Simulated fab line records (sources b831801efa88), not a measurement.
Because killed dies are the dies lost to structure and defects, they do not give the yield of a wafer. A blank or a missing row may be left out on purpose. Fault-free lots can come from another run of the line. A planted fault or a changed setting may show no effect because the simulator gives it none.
fab line records | flow sky130
[record] lots = 7 | wafers = 21 | lastDay = 49
route steps=708 shown LDD_N@252 LDD_P@255 LDD_HVN@267 PAD_OPEN@708
lots with no fault: from the same line, run without faults
startH: the number of hours between the record's first day and the start of the first shown wafer of the lot | waitH: hours since the lot's step before | " same as the row above | L1.1+2: several wafers, shown together as one row | - value missing, or start not given | * or withheld: withheld | < > ~ a bound
route shown NAME@n: NAME is a module with steps in the file, n the number in the route of the first one | usual: mean/standard deviation taken from wafers without a fault | same: alike in all rows | chamber/n: place in a boat | sites: the reading at each site | _std_site: the values' standard deviation | _edge_site: mean of outer sites minus mean of inner sites | radiusMm: how far each site lies from the wafer's centre | mask NAME#n: copy n | behind: the most recent tool/chamber to have shaped the wafer | hold: cause of the lot's hold/its duration in hours/its outcome | device: whichever transistor did not switch (one of n, p or np) | end of line: tests run on the same wafers once the route is complete | step lacking rows: just its recipe | killed: at the first sort, the dies lost to defects and structure; wafer yield is something else | map: dies across one wafer; x = killed, . = not, _ = none there
set.NAME: the setting the step ran with; set.NAME@STEP: the setting that earlier step ran with | model.NAME: the simulator's own value behind a step, which no gauge read
lots seen at some steps along the route; tables by step, rows by wafer
services: the hour from which a tool's chamber was out of use, counted from the record's first day as startH (under 0 if before that day), plus the number of hours and why
[[steps]]
[step SKY_LDD_N_IMPLANT_15]
[recipe] species = BF2 | energyKev = 50 | doseCm2 = 5e+12 | tiltDeg = 30 | rotationDeg = 270
[step SKY_LDD_N_STRIP_16]
[recipe] chemistry = O2/N2 | powerW = 1400 | pressureMtorr = 1500 | platenTempC = withheld | o2FlowSccm = 3000 | n2FlowSccm = 300 | overashFraction = 0.5
[usual] drypumpMotorCurrentA = 6.02/0.23 | o2FlowSccm = 2999/8.7 | oesProductAu = 0.406/0.0052 | stripTimeToEndpointS = 4.305/0.013
lot.wafer | tool           | chamber | startH | waitH | drypumpMotorCurrentA | o2FlowSccm | oesProductAu | rfHoursCounterH | stripTimeToEndpointS
L626.1    | plasmaAsher-03 | 1       | 414.00 | 0.1   | 6.01                 | 3000       | 0.410        | 26              | 4.319
L626.4    | "              | 1       | "      | "     | 5.96                 | 2995       | 0.407        | -               | 4.327
L626.5    | "              | 0       | "      | "     | 6.16                 | 2999       | 0.414        | -               | 4.315
L628.4    | plasmaAsher-03 | 0       | 431.74 | 0.1   | 6.19                 | 2978       | 0.401        | -               | 4.290
L628.5    | "              | 1       | "      | "     | 5.90                 | 2995       | 0.409        | -               | 4.292
L628.6    | "              | 0       | "      | "     | 6.16                 | 2994       | 0.398        | -               | 4.303
L630.1    | plasmaAsher-02 | 0       | 460.00 | 0.1   | 6.35                 | 3001       | 0.398        | 73              | 4.324
L630.4    | "              | 1       | "      | "     | 5.53                 | 3002       | 0.399        | -               | 4.294
L630.6    | "              | 1       | "      | "     | 5.53                 | 2993       | 0.403        | -               | 4.302
L636.1    | plasmaAsher-02 | 1       | 500.65 | 0.1   | 5.52                 | 2994       | 0.407        | 77              | 4.286
L636.2    | "              | 0       | "      | "     | 6.37                 | 3012       | 0.401        | 77              | 4.298
L636.3    | "              | 0       | "      | "     | 6.36                 | 2991       | 0.407        | -               | 4.298
L637.1    | plasmaAsher-04 | 1       | 511.80 | 0.1   | 5.98                 | 3014       | 0.395        | 70              | 4.307
L637.3    | "              | 0       | "      | "     | 6.06                 | 2993       | 0.402        | -               | 4.309
L637.6    | "              | 1       | "      | "     | 6.00                 | 3012       | 0.407        | -               | 4.309
L640.2    | plasmaAsher-04 | 1       | 538.95 | 0.1   | 6.04                 | 3000       | 0.410        | 72              | 4.313
L640.3    | "              | 1       | "      | "     | 6.02                 | 2996       | 0.408        | -               | 4.320
L640.5    | "              | 1       | "      | "     | 5.99                 | 2994       | 0.413        | -               | 4.332
L643.1    | plasmaAsher-03 | 1       | 554.50 | 0.1   | 5.96                 | 2991       | 0.410        | 40              | 4.285
L643.2    | "              | 0       | "      | "     | 6.13                 | 2991       | 0.411        | 40              | 4.300
L643.5    | "              | 0       | "      | "     | 6.14                 | 2972       | 0.403        | -               | 4.302
[step SKY_LDD_N_TW_MEAS_17]
[usual] LDD_N_TW = 2580/14
lot.wafer | tool         | chamber | startH | waitH | LDD_N_TW
L626.1    | filmMetro-02 | -       | 414.10 | 0.1   | 2603
L626.4    | "            | -       | "      | "     | 2615
L626.5    | "            | -       | "      | "     | 2585
L628.4    | filmMetro-04 | -       | 431.83 | 0.1   | 2562
L628.5    | "            | -       | "      | "     | 2573
L628.6    | "            | -       | "      | "     | 2576
L630.1    | filmMetro-02 | -       | 460.10 | 0.1   | 2593
L630.4    | "            | -       | "      | "     | 2593
L630.6    | "            | -       | "      | "     | 2598
L636.1    | filmMetro-02 | -       | 500.75 | 0.1   | 2585
L636.2    | "            | -       | "      | "     | 2591
L636.3    | "            | -       | "      | "     | 2595
L637.1    | filmMetro-02 | -       | 511.90 | 0.1   | 2600
L637.3    | "            | -       | "      | "     | 2594
L637.6    | "            | -       | "      | "     | 2570
L640.2    | filmMetro-03 | -       | 539.06 | 0.1   | 2590
L640.3    | "            | -       | "      | "     | 2598
L640.5    | "            | -       | "      | "     | 2599
L643.1    | filmMetro-04 | -       | 554.60 | 0.1   | 2561
L643.2    | "            | -       | "      | "     | 2574
L643.5    | "            | -       | "      | "     | 2569
[step SKY_LDD_P_DEHYDRATE_00]
[recipe] tempC = 200 | timeS = 60
[step SKY_LDD_P_HMDS_01]
[recipe] primeTimeS = 60 | primeTempC = 120
[step SKY_LDD_P_COAT_02]
[recipe] resist = NOVOLAK | spinRpm = 2948 | resistThkNm = 1140
[step SKY_LDD_P_SOFTBAKE_03]
[recipe] tempC = 90 | timeS = 60 | resist = NOVOLAK
[step SKY_LDD_P_EXPOSE_04]
[recipe] maskId = PSDM | na = 0.6 | sourceShape = conventional | sigmaOuter = 0.6 | polarization = unpolarized | targetCdNm = 380 | doseMj = 138
[step SKY_LDD_P_PEB_05]
[recipe] tempC = withheld | timeS = * | resist = NOVOLAK
[step SKY_LDD_P_DEVELOP_06]
[recipe] resist = NOVOLAK | developer = TMAH | developTimeS = 60 | devTempC = 23
[step SKY_LDD_P_CD_MEAS_07]
[recipe] targetCdNm = 380
[usual] cdNm = 378.9/2.6
lot.wafer | tool     | chamber | startH | waitH | cdNm
L626.1    | cdSem-02 | -       | 444.56 | 0.1   | 384.9
L626.4    | "        | -       | "      | "     | 385.0
L626.5    | "        | -       | "      | "     | 383.1
L628.4    | cdSem-01 | -       | 462.25 | 0.1   | 379.6
L628.5    | "        | -       | "      | "     | 380.5
L628.6    | "        | -       | "      | "     | 379.6
L630.1    | cdSem-01 | -       | 490.21 | 0.1   | 375.6
L630.4    | "        | -       | "      | "     | 374.6
L630.6    | "        | -       | "      | "     | 378.3
L636.1    | cdSem-02 | -       | 530.31 | 0.1   | 380.1
L636.2    | "        | -       | "      | "     | 377.7
L636.3    | "        | -       | "      | "     | 381.2
L637.1    | cdSem-01 | -       | 542.14 | 0.1   | 379.7
L637.3    | "        | -       | "      | "     | 378.0
L637.6    | "        | -       | "      | "     | 378.0
L640.2    | cdSem-01 | -       | 568.53 | 0.1   | 378.9
L640.3    | "        | -       | "      | "     | 380.8
L640.5    | "        | -       | "      | "     | 378.9
L643.1    | cdSem-02 | -       | 583.86 | 0.1   | 382.7
L643.2    | "        | -       | "      | "     | 383.2
L643.5    | "        | -       | "      | "     | 383.6
[step SKY_LDD_P_OVL_MEAS_08]
[usual] LDD_P_OVL = 0.4/1.2
lot.wafer | tool       | chamber | startH | waitH | LDD_P_OVL[nm]
L626.1    | overlay-01 | -       | 444.68 | 0.1   | 1.7
L626.4    | "          | -       | "      | "     | -0.2
L626.5    | "          | -       | "      | "     | 0.6
L628.4    | overlay-01 | -       | 462.33 | 0.1   | 0.4
L628.5    | "          | -       | "      | "     | 0.5
L628.6    | "          | -       | "      | "     | -0.6
L630.1    | overlay-01 | -       | 490.33 | 0.1   | 0.0
L630.4    | "          | -       | "      | "     | 0.7
L630.6    | "          | -       | "      | "     | -0.3
L636.1    | overlay-01 | -       | 530.43 | 0.1   | -0.2
L636.2    | "          | -       | "      | "     | 1.8
L636.3    | "          | -       | "      | "     | 0.8
L637.1    | overlay-02 | -       | 542.26 | 0.1   | 1.8
L637.3    | "          | -       | "      | "     | 2.1
L637.6    | "          | -       | "      | "     | 0.7
L640.2    | overlay-02 | -       | 568.64 | 0.1   | 1.8
L640.3    | "          | -       | "      | "     | 0.9
L640.5    | "          | -       | "      | "     | 1.8
L643.1    | overlay-02 | -       | 583.98 | 0.1   | -1.0
L643.2    | "          | -       | "      | "     | 0.6
L643.5    | "          | -       | "      | "     | -1.3
[step SKY_LDD_P_IMPLANT_09]
[recipe] species = BF2 | energyKev = 25 | doseCm2 = 1e+13 | tiltDeg = withheld
lot.wafer  | tool         | chamber | startH | waitH
L626.1+4+5 | implanter-01 | 0       | 444.72 | 0.0
L628.4+5+6 | implanter-01 | 0       | 462.42 | 0.1
L630.1+4+6 | implanter-01 | 0       | 490.37 | 0.0
L630.1+4+6 | implanter-01 | 0       | 490.68 | 0.3
L636.1+2+3 | implanter-02 | 0       | 530.47 | 0.0
L636.1+2+3 | implanter-02 | 0       | 530.94 | 0.5
L637.1+3+6 | implanter-04 | 0       | 542.29 | 0.0
L637.1+3+6 | implanter-04 | 0       | 542.67 | 0.4
L640.2+3+5 | implanter-01 | 0       | 568.69 | 0.0
L643.1+2+5 | implanter-01 | 0       | 584.02 | 0.0
[step SKY_LDD_P_STRIP_10]
[recipe] chemistry = O2/N2 | powerW = 1400 | pressureMtorr = 1500 | platenTempC = withheld | o2FlowSccm = 3000 | n2FlowSccm = 300 | overashFraction = 0.5
[usual] drypumpMotorCurrentA = 5.94/0.15 | o2FlowSccm = 3002/9.2 | oesProductAu = 0.716/0.0047 | stripTimeToEndpointS = 14.282/0.025
lot.wafer | tool           | chamber | startH | waitH | drypumpMotorCurrentA | o2FlowSccm | oesProductAu | rfHoursCounterH | stripTimeToEndpointS
L626.1    | plasmaAsher-04 | 1       | 444.87 | 0.1   | 6.03                 | 3002       | 0.716        | 63              | 14.297
L626.4    | "              | 1       | "      | "     | 6.00                 | 2994       | 0.714        | -               | 14.259
L626.5    | "              | 0       | "      | "     | 6.07                 | 3012       | 0.705        | -               | 14.266
L628.4    | plasmaAsher-04 | 0       | 462.53 | 0.1   | 6.06                 | 3007       | 0.719        | -               | 14.245
L628.5    | "              | 1       | "      | "     | 5.99                 | 2989       | 0.718        | -               | 14.286
L628.6    | "              | 0       | "      | "     | 6.06                 | 2994       | 0.721        | -               | 14.266
L630.1    | plasmaAsher-04 | 0       | 490.83 | 0.1   | 6.08                 | 2995       | 0.712        | 67              | 14.266
L630.4    | "              | 0       | "      | "     | 6.05                 | 3007       | 0.715        | -               | 14.244
L630.6    | "              | 0       | "      | "     | 6.08                 | 3011       | 0.714        | -               | 14.280
L636.1    | plasmaAsher-01 | 0       | 531.09 | 0.1   | 5.73                 | 2980       | 0.713        | 10              | 14.269
L636.2    | "              | 1       | "      | "     | 5.76                 | 3013       | 0.717        | 10              | 14.294
L636.3    | "              | 0       | "      | "     | 5.72                 | 2990       | 0.718        | -               | 14.268
L637.1    | plasmaAsher-04 | 0       | 542.82 | 0.1   | 6.07                 | 2994       | 0.712        | 73              | 14.286
L637.3    | "              | 1       | "      | "     | 6.04                 | 3007       | 0.719        | -               | 14.293
L637.6    | "              | 0       | "      | "     | 6.06                 | 3010       | 0.718        | -               | 14.265
L640.2    | plasmaAsher-04 | 1       | 568.82 | 0.1   | 5.99                 | 3006       | 0.713        | 75              | 14.274
L640.3    | "              | 0       | "      | "     | 6.07                 | 3002       | 0.716        | -               | 14.276
L640.5    | "              | 0       | "      | "     | 6.02                 | 3023       | 0.720        | -               | 14.274
L643.1    | plasmaAsher-01 | 0       | 584.17 | 0.1   | 5.75                 | 3014       | 0.713        | 15              | 14.293
L643.2    | "              | 1       | "      | "     | 5.74                 | 3004       | 0.726        | 15              | 14.326
L643.5    | "              | 0       | "      | "     | 5.74                 | 3003       | 0.719        | -               | 14.289
[step SKY_LDD_P_TW_MEAS_11]
[usual] LDD_P_TW = 639/6.7
lot.wafer | tool         | chamber | startH | waitH | LDD_P_TW
L626.1    | filmMetro-01 | -       | 444.97 | 0.1   | 649
L626.4    | "            | -       | "      | "     | 648
L626.5    | "            | -       | "      | "     | 647
L628.4    | filmMetro-02 | -       | 462.62 | 0.1   | 637
L628.5    | "            | -       | "      | "     | 634
L628.6    | "            | -       | "      | "     | 638
L630.1    | filmMetro-02 | -       | 490.93 | 0.1   | 790
L630.4    | "            | -       | "      | "     | 789
L630.6    | "            | -       | "      | "     | 791
L630.1    | filmMetro-02 | -       | 491.16 | 0.2   | 790
L630.4    | "            | -       | "      | "     | 789
L630.6    | "            | -       | "      | "     | 786
L636.1    | filmMetro-03 | -       | 531.19 | 0.1   | 794
L636.2    | "            | -       | "      | "     | 794
L636.3    | "            | -       | "      | "     | 795
L636.1    | filmMetro-03 | -       | 531.42 | 0.2   | 796
L636.2    | "            | -       | "      | "     | 793
L636.3    | "            | -       | "      | "     | 795
L637.1    | filmMetro-02 | -       | 542.92 | 0.1   | 788
L637.3    | "            | -       | "      | "     | 795
L637.6    | "            | -       | "      | "     | 789
L637.1    | filmMetro-02 | -       | 543.22 | 0.3   | 793
L637.3    | "            | -       | "      | "     | 791
L637.6    | "            | -       | "      | "     | 793
L640.2    | filmMetro-03 | -       | 568.93 | 0.1   | 632
L640.3    | "            | -       | "      | "     | 632
L640.5    | "            | -       | "      | "     | 631
L643.1    | filmMetro-03 | -       | 584.27 | 0.1   | 628
L643.2    | "            | -       | "      | "     | 629
L643.5    | "            | -       | "      | "     | 627
[step SKY_LDD_HVN_DEHYDRATE_00]
[recipe] tempC = 200 | timeS = 60
[step SKY_PAD_OPEN_PROBE_99]
[usual] killed_at_M0_to_M3 = 43/7.6 | killed_at_M4_up = 2.8/1.9 | killedAtContacts = 24/4.7 | killedAtFrontEnd = 16/4.4 | killedAtOther = 0.2/0.4 | killedDies = 86/9.9 | killedOpen = 47/8.2 | killedShort = 39/6.3
[same] grossDies = 492 | killedAtBackSide = 0
lot.wafer | tool      | chamber | startH  | waitH | killed_at_M0_to_M3 | killed_at_M4_up | killedAtContacts | killedAtFrontEnd | killedAtOther | killedDies | killedOpen | killedShort | model.etest.tipP.rsOhmSq | model.etest.pfet_01v8.rOnOhmUm | model.etest.tipP.rsOhmSqRange | model.etest.pfet_01v8.driveUaUm | model.etest.pfet_01v8_hvt.driveUaUm | model.etest.sramPfetLatch.driveUaUm | model.etest.pfet_01v8_mvt.driveUaUm | model.etest.pfet_01v8_lvt.driveUaUm
L626.1    | prober-01 | -       | 1083.78 | 0.1   | 56                 | 3               | 20               | 20               | 0             | 99         | 55         | 44          | 6907                     | 3010                           | 151.7                         | 185.3                           | 138.7                               | 134.9                               | 147.6                               | 171.4
L626.4    | prober-01 | -       | 1083.93 | 0.2   | 39                 | 5               | 18               | 13               | 0             | 75         | 33         | 42          | 6864                     | 3019                           | 99.75                         | 183                             | 139                                 | 139.5                               | 148.1                               | 170.6
L626.5    | prober-01 | -       | 1083.98 | 0.2   | 43                 | 3               | 29               | 22               | 0             | 97         | 50         | 47          | 6944                     | 2934                           | 168.6                         | 191.1                           | 141.8                               | 144.4                               | 148.8                               | 172.8
L628.4    | prober-01 | -       | 1095.28 | 0.2   | 44                 | 2               | 22               | 12               | 1             | 81         | 45         | 36          | 6913                     | 2842                           | 193.9                         | 196.4                           | 148.9                               | 144.8                               | 152.5                               | 175.8
L628.5    | prober-01 | -       | 1095.33 | 0.2   | 69                 | 1               | 25               | 10               | 0             | 105        | 62         | 43          | 6924                     | 2909                           | 79.72                         | 191.5                           | 143.4                               | 139.6                               | 149.3                               | 174.4
L628.6    | prober-01 | -       | 1095.38 | 0.2   | 38                 | 1               | 27               | 12               | 0             | 78         | 42         | 36          | 6916                     | 2889                           | 165.4                         | 192.8                           | 144.7                               | 141.1                               | 149.7                               | 172.9
L630.1    | prober-02 | -       | 1116.21 | 0.1   | 41                 | 1               | 29               | 23               | 0             | 94         | 58         | 36          | 3903                     | 2743                           | 160.7                         | 210.4                           | 159.8                               | 154                                 | 158.7                               | 180.9
L630.4    | prober-02 | -       | 1116.36 | 0.2   | 54                 | 0               | 26               | 17               | 0             | 97         | 52         | 45          | 3944                     | 2714                           | 188                           | 211.7                           | 161                                 | 156.9                               | 159.9                               | 183.8
L630.6    | prober-02 | -       | 1116.46 | 0.2   | 53                 | 3               | 23               | 9                | 0             | 88         | 39         | 49          | 3935                     | 2734                           | 105.6                         | 208.2                           | 157.9                               | 155.1                               | 156                                 | 179.5
L636.1    | prober-02 | -       | 1138.53 | 0.1   | 52                 | 4               | 18               | 18               | 1             | 93         | 46         | 47          | 3909                     | 2661                           | 110                           | 216.1                           | 164.8                               | 154.8                               | 162.2                               | 181.3
L636.2    | prober-02 | -       | 1138.58 | 0.1   | 41                 | 0               | 20               | 16               | 0             | 77         | 41         | 36          | 3878                     | 2645                           | 85.91                         | 220.3                           | 166.3                               | 167                                 | 161.3                               | 179.7
L636.3    | prober-02 | -       | 1138.63 | 0.2   | 39                 | 3               | 28               | 19               | 0             | 89         | 46         | 43          | 3907                     | 2627                           | 156.3                         | 219.3                           | 165.1                               | 164.1                               | 161.4                               | 179.7
L637.1    | prober-01 | -       | 1148.73 | 0.1   | 30                 | 6               | 19               | 14               | 0             | 69         | 37         | 32          | 3919                     | 2587                           | 117.3                         | 226.4                           | 174.2                               | 168.1                               | 167.3                               | 185.8
L637.3    | prober-01 | -       | 1148.83 | 0.2   | 40                 | 5               | 18               | 14               | 0             | 77         | 37         | 40          | 3889                     | 2626                           | 85.46                         | 220.6                           | 167.9                               | 169.3                               | 164.6                               | 184.4
L637.6    | prober-01 | -       | 1148.98 | 0.2   | 32                 | 1               | 27               | 21               | 0             | 81         | 36         | 45          | 3894                     | 2683                           | 129.3                         | 215.5                           | 165.2                               | 166.7                               | 161.6                               | 181.9
L640.2    | prober-02 | -       | 1164.21 | 0.1   | 50                 | 6               | 33               | 14               | 1             | 104        | 67         | 37          | 7001                     | 2984                           | 216                           | 184.2                           | 138.4                               | 134.5                               | 146.4                               | 169.9
L640.3    | prober-02 | -       | 1164.26 | 0.2   | 33                 | 3               | 25               | 27               | 0             | 88         | 43         | 45          | 6999                     | 2930                           | 149.4                         | 188.5                           | 143.3                               | 138.6                               | 148.6                               | 173.8
L640.5    | prober-02 | -       | 1164.36 | 0.2   | 50                 | 7               | 26               | 17               | 0             | 100        | 64         | 36          | 7088                     | 2925                           | 189.3                         | 190.5                           | 143.5                               | 145                                 | 149.2                               | 172.7
L643.1    | prober-01 | -       | 1174.54 | 0.1   | 45                 | 1               | 23               | 20               | 0             | 89         | 48         | 41          | 6956                     | 2853                           | 174                           | 195.4                           | 148.2                               | 145.4                               | 152.4                               | 176.3
L643.2    | prober-01 | -       | 1174.59 | 0.1   | 37                 | 5               | 19               | 17               | 0             | 78         | 39         | 39          | 6918                     | 2818                           | 174.8                         | 198.1                           | 149.4                               | 146.1                               | 154.5                               | 177
L643.5    | prober-01 | -       | 1174.74 | 0.2   | 48                 | 1               | 23               | 19               | 0             | 91         | 59         | 32          | 6972                     | 2842                           | 213.9                         | 195.7                           | 147.5                               | 149.1                               | 152.4                               | 175.4
// killed by level:class
L626.1 VIA1:geometricParticle:open=12 METAL2:geometricParticle:short=11 VIA2:geometricParticle:open=8 LI_CONTACT:geometricParticle:open=7 VIA1:geometricParticle:short=7 FIELD_ISO:geometricParticle:open=6 POLY_GATE:geometricParticle:open=5 CONTACT:geometricParticle:open=5
L626.4 CONTACT:geometricParticle:open=9 VIA3:geometricParticle:open=6 METAL1:geometricParticle:short=5 VIA1:geometricParticle:open=5 VIA2:geometricParticle:open=5 METAL4:geometricParticle:short=5 VIA1:geometricParticle:short=4 METAL3:geometricParticle:short=4
L626.5 LI_CONTACT:geometricParticle:open=10 VIA1:geometricParticle:open=8 CONTACT:geometricParticle:short=6 VIA2:geometricParticle:open=6 METAL1:geometricParticle:short=6 POLY_GATE:geometricParticle:open=5 VIA3:geometricParticle:open=5 LOCAL_INTERCONNECT:geometricParticle:short=5
L628.4 VIA1:geometricParticle:open=11 METAL2:geometricParticle:short=8 LI_CONTACT:geometricParticle:open=7 CONTACT:geometricParticle:open=6 VIA2:geometricParticle:open=6 VIA3:geometricParticle:open=5 CONTACT:geometricParticle:short=5 VIA1:geometricParticle:short=5
L628.5 VIA1:geometricParticle:open=17 VIA3:geometricParticle:open=13 METAL2:geometricParticle:short=11 VIA1:geometricParticle:short=8 CONTACT:geometricParticle:open=7 VIA2:geometricParticle:open=7 LI_CONTACT:geometricParticle:open=6 LOCAL_INTERCONNECT:geometricParticle:short=5
L628.6 VIA1:geometricParticle:open=11 VIA2:geometricParticle:open=8 LI_CONTACT:geometricParticle:open=7 CONTACT:geometricParticle:open=7 LI_CONTACT:geometricParticle:short=5 FIELD_ISO:geometricParticle:short=4 POLY_GATE:geometricParticle:open=4 LOCAL_INTERCONNECT:geometricParticle:short=4
L630.1 LI_CONTACT:geometricParticle:open=11 VIA1:geometricParticle:open=11 FIELD_ISO:geometricParticle:open=8 CONTACT:geometricParticle:open=8 VIA2:geometricParticle:open=7 METAL2:geometricParticle:short=5 VIA3:geometricParticle:open=5 FIELD_ISO:geometricParticle:short=4
L630.4 VIA1:geometricParticle:open=13 CONTACT:geometricParticle:open=13 VIA3:geometricParticle:open=10 METAL1:geometricParticle:short=9 VIA1:geometricParticle:short=7 LI_CONTACT:geometricParticle:open=6 FIELD_ISO:geometricParticle:short=5 METAL2:geometricParticle:short=5
L630.6 VIA1:geometricParticle:open=17 METAL2:geometricParticle:short=9 LI_CONTACT:geometricParticle:short=7 METAL1:geometricParticle:short=7 VIA1:geometricParticle:short=6 CONTACT:geometricParticle:open=5 VIA3:geometricParticle:short=5 LI_CONTACT:geometricParticle:open=5
L636.1 FIELD_ISO:geometricParticle:short=9 VIA2:geometricParticle:open=9 CONTACT:geometricParticle:open=9 METAL3:geometricParticle:short=9 VIA1:geometricParticle:open=8 METAL1:geometricParticle:short=6 VIA3:geometricParticle:open=6 LI_CONTACT:geometricParticle:open=5
L636.2 CONTACT:geometricParticle:open=9 METAL1:geometricParticle:short=9 VIA2:geometricParticle:open=8 METAL2:geometricParticle:short=7 LI_CONTACT:geometricParticle:open=6 FIELD_ISO:geometricParticle:open=5 VIA3:geometricParticle:open=5 FIELD_ISO:geometricParticle:short=3
L636.3 CONTACT:geometricParticle:open=9 POLY_GATE:geometricParticle:open=8 CONTACT:geometricParticle:short=7 VIA2:geometricParticle:open=7 METAL2:geometricParticle:short=7 LOCAL_INTERCONNECT:geometricParticle:short=6 VIA1:geometricParticle:open=5 METAL3:geometricParticle:short=5
L637.1 LI_CONTACT:geometricParticle:open=8 VIA1:geometricParticle:open=7 CONTACT:geometricParticle:short=5 FIELD_ISO:geometricParticle:open=4 METAL4:geometricParticle:short=4 VIA3:geometricParticle:open=4 VIA2:geometricParticle:open=4 VIA1:geometricParticle:short=4
L637.3 FIELD_ISO:geometricParticle:short=6 CONTACT:geometricParticle:open=6 VIA2:geometricParticle:short=6 VIA1:geometricParticle:open=6 VIA3:geometricParticle:open=6 VIA1:geometricParticle:short=5 FIELD_ISO:geometricParticle:open=4 LI_CONTACT:geometricParticle:open=4
L637.6 FIELD_ISO:geometricParticle:short=11 CONTACT:geometricParticle:open=10 METAL2:geometricParticle:short=7 LI_CONTACT:geometricParticle:open=6 FIELD_ISO:geometricParticle:open=5 VIA1:geometricParticle:short=5 CONTACT:geometricParticle:short=5 VIA1:geometricParticle:open=5
L640.2 VIA1:geometricParticle:open=16 CONTACT:geometricParticle:open=14 LI_CONTACT:geometricParticle:open=11 VIA3:geometricParticle:open=7 METAL1:geometricParticle:short=6 VIA2:geometricParticle:open=5 POLY_GATE:geometricParticle:open=4 METAL4:geometricParticle:short=4
L640.3 CONTACT:geometricParticle:open=13 FIELD_ISO:geometricParticle:short=10 METAL1:geometricParticle:short=8 LI_CONTACT:geometricParticle:open=6 METAL2:geometricParticle:short=6 VIA1:geometricParticle:open=6 FIELD_ISO:geometricParticle:open=5 POLY_GATE:geometricParticle:short=5
L640.5 VIA1:geometricParticle:open=20 CONTACT:geometricParticle:open=13 VIA2:geometricParticle:open=9 METAL4:geometricParticle:short=6 FIELD_ISO:geometricParticle:open=5 METAL1:geometricParticle:short=4 SPACER:geometricParticle:short=4 VIA3:geometricParticle:open=4
L643.1 CONTACT:geometricParticle:open=12 VIA3:geometricParticle:open=9 VIA2:geometricParticle:open=7 POLY_GATE:geometricParticle:short=6 VIA1:geometricParticle:open=6 METAL2:geometricParticle:short=6 METAL1:geometricParticle:short=5 VIA1:geometricParticle:short=5
L643.2 VIA1:geometricParticle:open=8 VIA3:geometricParticle:open=8 CONTACT:geometricParticle:open=7 CONTACT:geometricParticle:short=6 POLY_GATE:geometricParticle:open=5 FIELD_ISO:geometricParticle:open=4 FIELD_ISO:geometricParticle:short=4 POLY_GATE:geometricParticle:short=4
L643.5 CONTACT:geometricParticle:open=11 VIA1:geometricParticle:open=11 VIA3:geometricParticle:open=11 LI_CONTACT:geometricParticle:open=8 VIA1:geometricParticle:short=6 METAL2:geometricParticle:short=5 VIA3:geometricParticle:short=5 FIELD_ISO:geometricParticle:open=4
[[services]]
tool           | chamber | startH | hours | kind
implanter-04   | -       | 397.28 | 2.4   | repair
plasmaAsher-02 | -       | 406.87 | 28.1  | pm
implanter-01   | -       | 420.57 | 4.5   | pm
plasmaAsher-01 | -       | 421.25 | 9.0   | pm
plasmaAsher-01 | 0       | 421.25 | 9.0   | ventCycle
plasmaAsher-01 | 1       | 421.25 | 9.0   | ventCycle
implanter-04   | -       | 425.16 | 4.6   | pm
plasmaAsher-01 | 0       | 430.25 | -     | clean
plasmaAsher-01 | 1       | 430.25 | -     | clean
implanter-02   | -       | 433.57 | 0.9   | repair
plasmaAsher-02 | -       | 440.36 | 0.7   | repair
plasmaAsher-01 | -       | 447.72 | 1.9   | repair
implanter-02   | -       | 469.20 | 5.8   | pm
plasmaAsher-03 | -       | 503.02 | 2.1   | repair
implanter-02   | -       | 503.35 | 1.3   | repair
plasmaAsher-03 | -       | 504.32 | 9.4   | repair
plasmaAsher-02 | -       | 510.84 | 2.8   | pm
implanter-01   | -       | 516.66 | 3.5   | pm
implanter-01   | -       | 522.52 | 2.6   | repair
plasmaAsher-01 | -       | 527.99 | 2.6   | repair
implanter-01   | -       | 541.86 | 3.3   | repair
implanter-01   | -       | 569.36 | 2.3   | repair
plasmaAsher-03 | -       | 571.29 | 1.4   | repair
plasmaAsher-04 | -       | 579.72 | 8.7   | repair
[[key]]
[firstSign] step = SKY_LDD_P_IMPLANT_09 | reading = visit | direction = added
[effect] step = SKY_LDD_P_TW_MEAS_11 | reading = visit | direction = added
[effect] step = SKY_LDD_P_TW_MEAS_11 | reading = LDD_P_TW | direction = up | sigmas = 23 | usual = 639 | struck = 792
[modelEffect] step = SKY_PAD_OPEN_PROBE_99 | value = etest.tipP.rsOhmSq | without = 6827 | struck = 3909
metAt SKY_LDD_P_IMPLANT_09
struckWafers L630.1,L630.4,L630.6,L636.1,L636.2,L636.3,L637.1,L637.3,L637.6
testerLeftOut L630,L636,L637
[fault] kind = repeatedStepWhole | tool = implanter-01,implanter-02,implanter-04 | chamber = - | onsetH = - | steps = SKY_LDD_P_IMPLANT_09 | times = 1 | scope = struckLotsOnly
// testerLeftOut: of these lots the tester's yield and bins aren't shown, on N5 and GAA mostly nor the transistor test; their killed dies are dies lost to structure and defects alone, not to doping, threshold or leakage, so they don't give the yield
